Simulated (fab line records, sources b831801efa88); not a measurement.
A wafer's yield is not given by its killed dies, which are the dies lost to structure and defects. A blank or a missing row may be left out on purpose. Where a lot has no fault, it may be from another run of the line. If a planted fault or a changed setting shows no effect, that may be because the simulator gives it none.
Comparing a struck lot with a sound one + flow sky130 + 14 out of 708 route steps
Sound: these wafers, L228.1, L228.5, L228.6. The struck wafers were L218.1, L218.2, L218.3. The cause is given at the end.
For every step that has rows: the tool of each side, followed by ch and its chambers, followed by its first start. Under that, the readings that differ: sound wafers + struck wafers + difference of the means + sigmas: that difference in standard deviations of wafers without a fault.
alike: a reading whose means differ by less than 2 such deviations, as well as words and numbers matching on both sides. not compared: withheld readings; readings where some wafer has no value; bounds like >300 that might hide an equal value; numbers whose values overlap and for which the record gives no deviation.
A row with sigmas, a row that says differs or no value, or rows on one side alone: a step with any of these is where the two part. Non-overlapping numbers with no deviation appear without sigmas and do not part them. A reading missing from all wafers of one side parts the sides only when that side holds two or more wafers.

SKY_LI_CONTACT_RS_MEAS_22: measurement is done with a four-point probe.
  struck on film-metro-04, day 32 16:28; sound on film-metro-01, day 35 17:45
| reading                  | sound             | struck            | difference | sigmas |
|--------------------------|-------------------|-------------------|------------|--------|
| LI_CONTACT_W_RS (ohm/sq) | 0.292 0.291 0.291 | 0.285 0.283 0.285 | -0.007     | -2     |
SKY_LI_CONTACT_THK_MEAS_23: measures by xrf.
  struck on film-metro-04, day 32 16:35; sound on film-metro-01, day 35 17:52
| reading               | sound       | struck      | difference | sigmas |
|-----------------------|-------------|-------------|------------|--------|
| LI_CONTACT_W_THK (nm) | 382 383 384 | 394 397 392 | +11        | +2     |
SKY_LI_CONTACT_CMP_24: polishes, stops on PSG, t overpolish 20 s, target thk 0 nm.
  sound on cmp-02 ch 0,3, day 35 17:56; struck on cmp-02 ch 0,1,3, day 32 16:38
  alike: edge-zone-pressure-frac, motor-current-A, overpolish-run-s, retaining-ring-pressure-frac, time-to-endpoint-s
SKY_LOCAL_INTERCONNECT_SPUTTER_00: material TiN, target thk 100 nm, time 83.3 s.
  struck on pvd-sputter-03, day 32 16:56; sound on pvd-sputter-03, day 35 18:14
  alike: throttle-valve-pct
SKY_LOCAL_INTERCONNECT_RS_MEAS_01: measurement is done with a four-point probe.
  struck on film-metro-02, day 32 17:01; sound on film-metro-02, day 35 18:17
  alike: LOCAL_INTERCONNECT_TIN_RS
SKY_LOCAL_INTERCONNECT_THK_MEAS_02: measures by xrf.
  struck on film-metro-02, day 32 17:08; sound on film-metro-02, day 35 18:25
  alike: LOCAL_INTERCONNECT_TIN_THK
then, 6 steps without rows for these wafers: SKY_LOCAL_INTERCONNECT_DEHYDRATE_03 (time 60 s); SKY_LOCAL_INTERCONNECT_HMDS_04 (prime time 60 s); SKY_LOCAL_INTERCONNECT_COAT_05 (resist thk 60 nm); SKY_LOCAL_INTERCONNECT_COAT_06 (resist thk 450 nm); SKY_LOCAL_INTERCONNECT_SOFTBAKE_07 (time 90 s); SKY_LOCAL_INTERCONNECT_EXPOSE_08 (exposes mask LI1M, target cd 170 nm).
SKY_LOCAL_INTERCONNECT_PEB_09:
  sound on litho-track-02 ch 0, day 36 19:00; struck on litho-track-03, day 33 19:00
| reading         | sound          | struck | difference                    | sigmas |
|-----------------|----------------|--------|-------------------------------|--------|
| exhaust-pa (Pa) | 45.1 44.7 45.1 | - - -  | no value on the struck wafers |        |
  not compared: chill-plate-temp-C, resist-line-temp-C
then, 1 step without rows for these wafers: SKY_LOCAL_INTERCONNECT_DEVELOP_10 (develop time 60 s).

WHERE THEY PART
Last at SKY_LOCAL_INTERCONNECT_PEB_09 as far as this record goes, first at SKY_LI_CONTACT_RS_MEAS_22.

WHY: whatever the simulator had introduced
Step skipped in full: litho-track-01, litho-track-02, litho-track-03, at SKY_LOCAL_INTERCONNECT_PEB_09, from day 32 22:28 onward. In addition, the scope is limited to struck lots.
